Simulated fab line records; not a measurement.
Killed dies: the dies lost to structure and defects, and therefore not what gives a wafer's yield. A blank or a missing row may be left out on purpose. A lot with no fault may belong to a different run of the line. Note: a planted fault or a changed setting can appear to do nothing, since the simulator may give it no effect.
fab line records	flow sfq_line
[record] lots = 5	wafers = 15	last_day = 83
route steps=325 shown I6@276 M7@281 I7@296 M8@311
lots that met no fault: taken from a fault-free run of the same line
start_h: hours from the record's opening day to when the first of the lot's shown wafers began	wait_h: how many hours have passed since the lot's step before this one	" repeats the value in the row above	L1.1+2: one row covering several wafers at once	- either no value or no given start	* or withheld: withheld	< > ~ a bound
route shown NAME@n: NAME is a module with steps in the file, n the number in the route of the first one	usual: mean and standard deviation over wafers with no fault	same: alike in all rows	chamber/n: place in a boat	sites: per-site readings	_std_site: standard deviation across them	_edge_site: mean of outer sites minus mean of inner sites	radius_mm: how far each site lies from the wafer's centre	mask NAME#n: copy n	behind: the tool/chamber that last shaped the wafer	hold: cause of the lot's hold/its duration in hours/its outcome	device: the n, p or np transistor that did not switch	end of line: the tests these same wafers got at the end of their route	a step given without rows: its recipe and nothing more	killed: dies lost to structure and defects at the first sort, not the wafer's yield	map: a wafer's dies, marking killed ones x, the rest . and places with no die _
set.NAME: the run value of the setting; set.NAME@STEP: its run value at that earlier step	model.NAME: the simulator's own value behind a step, which no gauge read
lots at selected steps of the route; one table per step, one row per wafer
services: a tool's chamber out of use, with start hour (start_h, from the record's first day; less than 0 if before it), hours out, and reason
[[steps]]
[step SFQ_I6_OVL_MEAS_942]
[usual] I6_OVL = 0/5.2
lot.wafer	tool	chamber	start_h	wait_h	I6_OVL[nm]
L506.4	overlay-01	-	1628.44	0.1	-1
L506.5	"	-	"	"	-2
L506.6	"	-	"	"	-3
L507.2	overlay-01	-	1636.83	0.1	3
L507.3	"	-	"	"	1
L507.5	"	-	"	"	10
L514.1	overlay-02	-	1748.94	0.1	9
L514.4	"	-	"	"	10
L514.5	"	-	"	"	3
L525.3	overlay-01	-	1893.57	0.1	8
L525.4	"	-	"	"	6
L525.5	"	-	"	"	3
L526.1	overlay-01	-	1895.95	0.1	-4
L526.2	"	-	"	"	-6
L526.3	"	-	"	"	-2
[step SFQ_TRILAYER_I6_VIA_BARC_OPEN_VIA_ETCH_235]
[recipe] mask_material = PR	chemistry = O2	target_depth_nm = 125	target = BARC	source_w = 500	bias_w = 80	pressure_mtorr = 30	time_s = 41.7
[usual] chamber_pressure_mTorr = 29.994/0.028	drypump_motor_current_A = 5.6/0.44	oes_product_au = 0.685/0.0042
lot.wafer	tool	chamber	start_h	wait_h	chamber_pressure_mTorr	drypump_motor_current_A	oes_product_au	rf_hours_counter_h
L506.4	rie_diel-01	3	1628.46	0.0	29.950	5.2	0.686	17
L506.5	"	2	"	"	29.955	5.7	0.687	-
L506.6	"	1	"	"	30.044	5.8	0.689	-
L507.2	rie_diel-02	2	1636.86	0.0	29.959	5.5	0.689	4
L507.3	"	0	"	"	29.968	6.4	0.685	13
L507.5	"	3	"	"	29.996	5.3	0.680	-
L514.1	rie_diel-04	3	1748.97	0.0	29.972	5.6	0.690	7
L514.4	"	1	"	"	29.933	4.8	0.687	4
L514.5	"	1	"	"	30.001	4.8	0.684	-
L525.3	rie_diel-04	1	1893.59	0.0	30.005	4.8	0.689	6
L525.4	"	3	"	"	29.977	5.6	0.689	9
L525.5	"	2	"	"	29.979	5.6	0.677	-
L526.1	rie_diel-01	2	1895.99	0.0	30.007	5.7	0.683	16
L526.2	"	1	"	"	30.021	5.8	0.689	10
L526.3	"	3	"	"	30.023	5.1	0.683	0
[step SFQ_TRILAYER_I6_VIA_ETCH_VIA_ETCH_172]
[recipe] target = SiO2	stop_on = Nb	mask_material = PR	taper_deg = 20	chemistry = CHF3	target_depth_nm = 260	source_w = 500	bias_w = 80	pressure_mtorr = 30	time_s = withheld
[step SFQ_TRILAYER_I6_VIA_STRIP_STRIP_173]
[recipe] gas = O2	power_w = 200	platen_temp_c = 40	overash_fraction = 0.65	chemistry = O2	pressure_mtorr = 50
[step SFQ_TRILAYER_I6_VIA_STRIP_SOLV_CLEAN_174]
[recipe] chemistry = NMP	temp_c = 70	time_s = 600
[step SFQ_TRILAYER_M7_DEP_PRE_CLEAN_176]
[recipe] gas = Ar	time_s = 22.5	bias_v = 250
[step SFQ_TRILAYER_M7_DEP_SPUTTER_175]
[recipe] material = Nb	base_pressure_pa = 1.33e-06	chamber_pressure_pa = 0.1333	substrate_temp_c = 20	target_thk_nm = 200	power_w = 2000	time_s = 133.3
[usual] base_pressure_pa = 1.34e-06/7.6e-08	throttle_valve_pct = 30.0/1.1
lot.wafer	tool	chamber	start_h	wait_h	base_pressure_pa	throttle_valve_pct
L506.4	pvd_sputter-06	-	1629.41	0.0	1.4e-06	30.0
L506.5	"	-	"	"	1.36e-06	29.1
L506.6	"	-	"	"	1.49e-06	30.3
L507.2	pvd_sputter-03	-	1637.81	0.0	1.4e-06	31.8
L507.3	"	-	"	"	1.47e-06	30.4
L507.5	"	-	"	"	1.31e-06	30.3
L514.1	pvd_sputter-03	-	1749.93	0.0	1.33e-06	29.1
L514.4	"	-	"	"	1.41e-06	29.5
L514.5	"	-	"	"	1.38e-06	31.8
L525.3	pvd_sputter-06	-	1894.55	0.0	1.37e-06	29.3
L525.4	"	-	"	"	1.23e-06	29.6
L525.5	"	-	"	"	1.26e-06	29.0
L526.1	pvd_sputter-03	-	1897.55	0.0	1.47e-06	30.6
L526.2	"	-	"	"	1.3e-06	29.4
L526.3	"	-	"	"	1.24e-06	31.9
[step SFQ_M7_RS_MEAS_943]
[recipe] thk_meas_gauge = four-point-probe	reads = Nb_of_TRILAYER_M7_DEP_SPUTTER_175
[usual] M7_NB_RS = 0.886/0.0073
lot.wafer	tool	chamber	start_h	wait_h	M7_NB_RS[ohm/sq]
L506.4	film_metro-04	-	1629.57	0.1	0.886
L506.5	"	-	"	"	0.892
L506.6	"	-	"	"	0.884
L507.2	film_metro-02	-	1637.93	0.1	0.875
L507.3	"	-	"	"	0.877
L507.5	"	-	"	"	0.883
L514.1	film_metro-02	-	1750.02	0.0	0.885
L514.4	"	-	"	"	0.890
L514.5	"	-	"	"	0.890
L525.3	film_metro-04	-	1894.68	0.1	0.893
L525.4	"	-	"	"	0.895
L525.5	"	-	"	"	0.890
L526.1	film_metro-04	-	1897.64	0.0	0.873
L526.2	"	-	"	"	0.876
L526.3	"	-	"	"	0.873
[step SFQ_TRILAYER_M7_LITHO_COAT_182]
[recipe] resist = BARC	spin_rpm = 3000	resist_thk_nm = 62
[step SFQ_TRILAYER_M7_LITHO_COAT_177]
[recipe] resist = KrF	spin_rpm = 3000	resist_thk_nm = 600
[step SFQ_TRILAYER_M7_LITHO_SOFTBAKE_181]
[recipe] temp_c = withheld	time_s = withheld	resist = KrF
[step SFQ_TRILAYER_M7_LITHO_EXPOSE_178]
[recipe] mask_id = M7	na = 0.6	source_shape = conventional	sigma_outer = 0.65	target_cd_nm = 500	dose_mj = 14.4
lot.wafer	tool	chamber	start_h	wait_h	mask
L506.4+5+6	krf_scanner-02	0	1654.05	-	M7#0
L507.2+3+5	krf_scanner-02	0	1659.65	-	M7#0
L514.1+4+5	krf_scanner-02	0	1755.84	-	M7#0
L525.3+4+5	krf_scanner-02	0	1898.37	-	M7#0
L526.1+2+3	krf_scanner-02	0	1900.37	-	M7#0
[step SFQ_TRILAYER_M7_LITHO_PEB_180]
[recipe] peb_temp_c = 115	peb_time_s = 60	resist = KrF
[step SFQ_TRILAYER_M7_LITHO_DEVELOP_179]
[recipe] time_s = 60	resist = KrF
[step SFQ_M7_OVL_MEAS_945]
[usual] M7_OVL = 2/5.1
lot.wafer	tool	chamber	start_h	wait_h	M7_OVL[nm]
L506.4	overlay-02	-	1654.96	0.1	1
L506.5	"	-	"	"	-3
L506.6	"	-	"	"	1
L507.2	overlay-02	-	1660.95	0.1	4
L507.3	"	-	"	"	10
L507.5	"	-	"	"	8
L514.1	overlay-02	-	1757.34	0.1	-5
L514.4	"	-	"	"	4
L514.5	"	-	"	"	1
L525.3	overlay-02	-	1899.48	0.1	10
L525.4	"	-	"	"	2
L525.5	"	-	"	"	5
L526.1	overlay-02	-	1901.87	0.1	9
L526.2	"	-	"	"	11
L526.3	"	-	"	"	1
[step SFQ_TRILAYER_M7_BARC_OPEN_METAL_ETCH_229]
[recipe] mask_material = PR	chemistry = O2	target_depth_nm = 125	target = BARC	icp_w = 600	bias_w = 80	pressure_mtorr = 10	time_s = 41.7
[usual] chamber_pressure_mTorr = 10.000/0.0081	drypump_motor_current_A = 5.9/0.53	oes_product_au = 0.685/0.0048
lot.wafer	tool	chamber	start_h	wait_h	chamber_pressure_mTorr	drypump_motor_current_A	oes_product_au	rf_hours_counter_h	model.M7.cd_nm
L506.4	rie_metal-02	1	1655.00	0.0	10.003	6.0	0.691	-	499.9
L506.5	"	0	"	"	9.999	6.6	0.690	-	500
L506.6	"	1	"	"	9.994	6.0	0.682	-	501.6
L507.2	rie_metal-03	0	1660.98	0.0	10.004	5.9	0.681	81	500.7
L507.3	"	0	"	"	10.006	5.9	0.688	-	500.6
L507.5	"	0	"	"	10.004	5.9	0.679	-	500.1
L514.1	rie_metal-03	0	1757.37	0.0	10.013	5.9	0.681	93	484.7
L514.4	"	0	"	"	10.000	5.9	0.687	-	500.3
L514.5	"	0	"	"	9.991	6.0	0.683	-	501.1
L525.3	rie_metal-02	1	1899.52	0.0	10.003	5.9	0.683	-	498.8
L525.4	"	0	"	"	9.996	6.6	0.684	-	499.5
L525.5	"	0	"	"	9.993	6.6	0.677	-	499.7
L526.1	rie_metal-04	0	1901.90	0.0	10.003	6.2	0.685	95	501.4
L526.2	"	1	"	"	10.000	5.3	0.683	105	500.3
L526.3	"	1	"	"	9.993	5.3	0.682	-	501.9
[step SFQ_TRILAYER_M7_ETCH_METAL_ETCH_180]
[recipe] target = Nb	stop_on = SiO2	mask_material = PR	chemistry = Cl2/Ar	target_depth_nm = 240	icp_w = 600	bias_w = 80	pressure_mtorr = 10	time_s = 120
[usual] chamber_pressure_mTorr = 10.000/0.0088	drypump_motor_current_A = 5.9/0.53	oes_product_au = 0.896/0.0064
lot.wafer	tool	chamber	start_h	wait_h	chamber_pressure_mTorr	drypump_motor_current_A	oes_product_au	rf_hours_counter_h	model.M7.cd_nm
L506.4	rie_metal-02	1	1655.08	0.1	10.013	6.0	0.895	-	499.7
L506.5	"	0	"	"	10.008	6.6	0.895	-	502.6
L506.6	"	1	"	"	9.993	6.0	0.902	-	501.9
L507.2	rie_metal-03	0	1661.04	0.0	10.005	5.9	0.905	81	500.3
L507.3	"	0	"	"	10.015	6.0	0.900	-	500.9
L507.5	"	0	"	"	10.009	5.9	0.892	-	500.5
L514.1	rie_metal-03	0	1757.43	0.0	9.984	5.9	0.891	93	485.8
L514.4	"	0	"	"	10.012	6.0	0.903	-	499.8
L514.5	"	0	"	"	10.002	6.0	0.892	-	501.3
L525.3	rie_metal-02	1	1899.60	0.1	10.001	5.9	0.893	-	499.8
L525.4	"	0	"	"	10.008	6.6	0.894	-	499.8
L525.5	"	0	"	"	10.004	6.6	0.901	-	499.6
L526.1	rie_metal-04	0	1901.96	0.0	10.005	6.2	0.903	95	501.5
L526.2	"	1	"	"	9.997	5.3	0.902	105	501.9
L526.3	"	1	"	"	10.006	5.3	0.908	-	503.1
[step SFQ_TRILAYER_M7_STRIP_STRIP_181]
[recipe] gas = O2	power_w = 200	platen_temp_c = 40	overash_fraction = 0.65	chemistry = O2	pressure_mtorr = 50
[usual] chamber_pressure_mTorr = 50.00/0.047	drypump_motor_current_A = 5.9/0.53	oes_product_au = 0.998/0.0097
lot.wafer	tool	chamber	start_h	wait_h	chamber_pressure_mTorr	drypump_motor_current_A	oes_product_au	rf_hours_counter_h
L506.4	rie_metal-02	1	1655.37	0.2	50.07	6.0	0.999	-
L506.5	"	0	"	"	49.99	6.6	1.000	-
L506.6	"	1	"	"	50.08	6.0	0.991	-
L507.2	rie_metal-03	0	1661.17	0.1	49.93	5.9	0.994	81
L507.3	"	0	"	"	49.96	5.9	0.997	-
L507.5	"	0	"	"	49.98	6.0	1.000	-
L514.1	rie_metal-03	0	1757.56	0.1	49.95	6.0	1.013	93
L514.4	"	0	"	"	50.07	6.0	1.007	-
L514.5	"	0	"	"	50.02	6.0	1.006	-
L525.3	rie_metal-02	1	1899.89	0.2	50.01	6.0	0.990	-
L525.4	"	0	"	"	50.00	6.6	0.989	-
L525.5	"	0	"	"	49.93	6.6	0.988	-
L526.1	rie_metal-04	0	1902.09	0.1	50.01	6.2	1.004	95
L526.2	"	1	"	"	50.01	5.3	1.015	105
L526.3	"	1	"	"	50.02	5.3	1.011	-
[step SFQ_TRILAYER_M7_STRIP_SOLV_CLEAN_182]
[recipe] chemistry = NMP	temp_c = 70	time_s = 600
[step SFQ_TRILAYER_I7_DEP_PECVD_183]
[recipe] material = SiO2	temp_c = 150	time_s = 111.11	pressure_torr = 2.4	rf_w = 183.3	precursor = SiH4/N2O	target_thk_nm = 500
[step SFQ_TRILAYER_I7_CMP_CMP_184]
[recipe] material = SiO2	down_force_psi = 3	platen_rpm = 60	pad_velocity_m_s = 0.94248
[usual] motor_current_A = 10.6/0.57	time_to_endpoint_s = 213/5.9
lot.wafer	tool	chamber	start_h	wait_h	motor_current_A	time_to_endpoint_s
L506.4	cmp-01	2	1671.45	15.4	10.5	223
L506.5	"	2	1673.45	17.4	10.8	217
L506.6	"	3	"	"	11.3	213
L507.3	cmp-02	3	1675.65	13.7	11.1	213
L507.2	"	0	"	"	9.8	212
L507.5	"	3	1677.65	15.6	10.5	217
L514.1	cmp-02	2	1759.41	1.0	12.4	209
L514.4	"	3	"	"	11.1	212
L514.5	"	1	1760.91	2.5	10.2	219
L525.3	cmp-02	0	1900.54	0.0	9.7	207
L525.4	"	2	1901.54	1.0	11.7	223
L525.5	"	1	1903.04	2.5	9.9	220
L526.2	cmp-01	1	1903.28	0.4	10.5	205
L526.3	"	2	"	"	11.0	214
L526.1	"	0	1904.78	1.9	10.4	214
[step SFQ_I7_BOW_MEAS_946]
[recipe] mode = bow
[usual] I7_BOW = 6/10
lot.wafer	tool	chamber	start_h	wait_h	I7_BOW[um]
L506.4	film_metro-01	-	1674.51	2.6	-3
L506.5	"	-	"	"	-1
L506.6	"	-	"	"	3
L507.2	film_metro-03	-	1678.67	2.0	11
L507.3	"	-	"	"	-5
L507.5	"	-	"	"	-7
L514.1	film_metro-03	-	1761.41	1.5	4
L514.4	"	-	"	"	10
L514.5	"	-	"	"	5
L525.3	film_metro-03	-	1903.58	2.5	8
L525.4	"	-	"	"	-8
L525.5	"	-	"	"	1
L526.1	film_metro-02	-	1906.28	1.0	0
L526.2	"	-	"	"	8
L526.3	"	-	"	"	4
[step SFQ_TRILAYER_I7_METRO_MEASURE_185]
[usual] thk_nm = 199.9/0.87
lot.wafer	tool	chamber	start_h	wait_h	thk_nm
L506.4	film_metro-01	-	1675.17	0.6	200.4
L506.5	"	-	"	"	200.3
L506.6	"	-	"	"	199.3
L507.2	film_metro-03	-	1678.97	0.3	200.0
L507.3	"	-	"	"	198.5
L507.5	"	-	"	"	198.9
L514.1	film_metro-03	-	1761.53	0.1	199.7
L514.4	"	-	"	"	199.4
L514.5	"	-	"	"	199.2
L525.3	film_metro-03	-	1904.06	0.5	199.5
L525.4	"	-	"	"	201.6
L525.5	"	-	"	"	200.5
L526.1	film_metro-02	-	1906.40	0.1	200.2
L526.2	"	-	"	"	199.9
L526.3	"	-	"	"	199.3
[step SFQ_TRILAYER_I7_VIA_LITHO_COAT_192]
[recipe] resist = BARC	spin_rpm = 3000	resist_thk_nm = 62
[step SFQ_TRILAYER_I7_VIA_LITHO_COAT_187]
[recipe] resist = KrF	spin_rpm = 3000	resist_thk_nm = 650
[step SFQ_TRILAYER_I7_VIA_LITHO_SOFTBAKE_191]
[recipe] temp_c = withheld	time_s = withheld	resist = KrF
[step SFQ_TRILAYER_I7_VIA_LITHO_EXPOSE_188]
[recipe] mask_id = I7	na = 0.6	source_shape = conventional	sigma_outer = 0.65	target_cd_nm = 1000	dose_mj = 21.3
[step SFQ_TRILAYER_I7_VIA_LITHO_PEB_190]
[recipe] peb_temp_c = 115	peb_time_s = 60	resist = KrF
[step SFQ_TRILAYER_I7_VIA_LITHO_DEVELOP_189]
[recipe] time_s = 60	resist = KrF
[step SFQ_I7_OVL_MEAS_947]
[usual] I7_OVL = 3/6.2
lot.wafer	tool	chamber	start_h	wait_h	I7_OVL[nm]
L506.4	overlay-02	-	1694.36	0.1	3
L506.5	"	-	"	"	-4
L506.6	"	-	"	"	2
L507.2	overlay-02	-	1699.15	0.1	-4
L507.3	"	-	"	"	8
L507.5	"	-	"	"	7
L514.1	overlay-02	-	1818.76	0.1	0
L514.4	"	-	"	"	3
L514.5	"	-	"	"	-2
L525.3	overlay-02	-	1912.68	0.1	8
L525.4	"	-	"	"	1
L525.5	"	-	"	"	6
L526.1	overlay-02	-	1915.07	0.1	18
L526.2	"	-	"	"	1
L526.3	"	-	"	"	15
[step SFQ_TRILAYER_I7_VIA_BARC_OPEN_VIA_ETCH_260]
[recipe] mask_material = PR	chemistry = O2	target_depth_nm = 125	target = BARC	source_w = 500	bias_w = 80	pressure_mtorr = 30	time_s = 41.7
[step SFQ_TRILAYER_I7_VIA_ETCH_VIA_ETCH_190]
[recipe] target = SiO2	stop_on = Nb	mask_material = PR	taper_deg = 20	chemistry = CHF3	target_depth_nm = 260	source_w = 500	bias_w = 80	pressure_mtorr = 30	time_s = withheld
[step SFQ_TRILAYER_I7_VIA_STRIP_STRIP_191]
[recipe] gas = O2	power_w = 200	platen_temp_c = 40	overash_fraction = 0.65	chemistry = O2	pressure_mtorr = 50
[step SFQ_TRILAYER_I7_VIA_STRIP_SOLV_CLEAN_192]
[recipe] chemistry = NMP	temp_c = 70	time_s = 600
[step SFQ_TRILAYER_M8_LITHO_LOR_COAT_197]
[recipe] resist = lift-off	spin_rpm = 3000
[step SFQ_TRILAYER_M8_LITHO_LOR_BAKE_198]
[recipe] resist = lift-off	temp_c = withheld	time_s = withheld
[step SFQ_TRILAYER_M8_LITHO_COAT_193]
[recipe] resist = KrF	spin_rpm = 3000	resist_thk_nm = 600
[step SFQ_TRILAYER_M8_LITHO_SOFTBAKE_199]
[recipe] temp_c = withheld	time_s = withheld	resist = KrF
[step SFQ_TRILAYER_M8_LITHO_EXPOSE_194]
[recipe] mask_id = M8	na = 0.6	source_shape = conventional	sigma_outer = 0.65	target_cd_nm = 2000	dose_mj = 14.4
[step SFQ_TRILAYER_M8_LITHO_PEB_196]
[recipe] peb_temp_c = 115	peb_time_s = 60	resist = KrF
[step SFQ_TRILAYER_M8_LITHO_DEVELOP_195]
[recipe] img_clear_s = 15	time_s = 55	resist = KrF
[step SFQ_M8_BOW_MEAS_951]
[recipe] mode = bow
[usual] M8_BOW = 6/11
lot.wafer	tool	chamber	start_h	wait_h	M8_BOW[um]	model.etest.m7.ohm_um
L506.4	film_metro-01	-	1709.93	0.1	-3	1.776
L506.5	"	-	"	"	0	1.772
L506.6	"	-	"	"	2	1.763
L507.2	film_metro-03	-	1714.69	0.0	11	1.749
L507.3	"	-	"	"	-3	1.751
L507.5	"	-	"	"	-7	1.766
L514.1	film_metro-03	-	1824.84	0.0	7	1.824
L514.4	"	-	"	"	12	1.777
L514.5	"	-	"	"	6	1.776
L525.3	film_metro-04	-	1980.86	0.0	8	1.787
L525.4	"	-	"	"	-9	1.789
L525.5	"	-	"	"	0	1.78
L526.1	film_metro-01	-	1983.22	0.0	1	1.742
L526.2	"	-	"	"	8	1.745
L526.3	"	-	"	"	3	1.739
[[services]]
tool	chamber	start_h	hours	kind
krf_scanner-02	-	1607.00	1.3	pm
rie_metal-04	-	1610.41	2.8	pm
cmp-02	-	1626.64	8.3	pm
film_metro-03	-	1636.50	0.4	pm
cmp-02	-	1667.90	4.7	pm
krf_scanner-02	-	1668.07	0.2	repair
film_metro-03	-	1668.40	7.2	pm
krf_scanner-02	-	1683.45	1.0	pm
rie_metal-02	1	1685.65	4.7	repair
cmp-02	-	1685.85	2.0	repair
film_metro-03	-	1689.42	0.7	pm
cmp-02	-	1732.14	1.4	repair
film_metro-03	-	1733.93	1.0	pm
rie_metal-04	-	1761.46	1.6	repair
cmp-02	-	1776.41	4.0	pm
krf_scanner-02	-	1782.24	1.3	pm
film_metro-03	-	1787.06	17.6	pm
rie_metal-04	1	1828.89	28.8	repair
krf_scanner-02	-	1842.61	4.4	pm
krf_scanner-02	-	1852.41	1.0	pm
krf_scanner-02	-	1869.66	0.2	repair
krf_scanner-02	-	1870.39	5.5	repair
krf_scanner-02	-	1874.47	1.6	repair
krf_scanner-02	-	1903.47	0.2	repair
[[key]]
first_sign none at tools or gauges
[model_effect] step = SFQ_TRILAYER_M7_BARC_OPEN_METAL_ETCH_229	value = M7.cd_nm	without = 501.6	struck = 484.7
[model_effect] step = SFQ_TRILAYER_M7_ETCH_METAL_ETCH_180	value = M7.cd_nm	without = 502.7	struck = 485.8
[model_effect] step = SFQ_M8_BOW_MEAS_951	value = etest.m7.ohm_um	without = 1.762	struck = 1.824
met_at SFQ_TRILAYER_M7_LITHO_EXPOSE_178
struck_wafers L514.1
[fault] kind = process_parameter_drift	tool = krf_scanner-02	chamber = -	onset_h = 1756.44	steps = SFQ_TRILAYER_M7_LITHO_EXPOSE_178	channel = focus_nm	offset = 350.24	shape = step	end_h = 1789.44	scope = struck_wafers_only
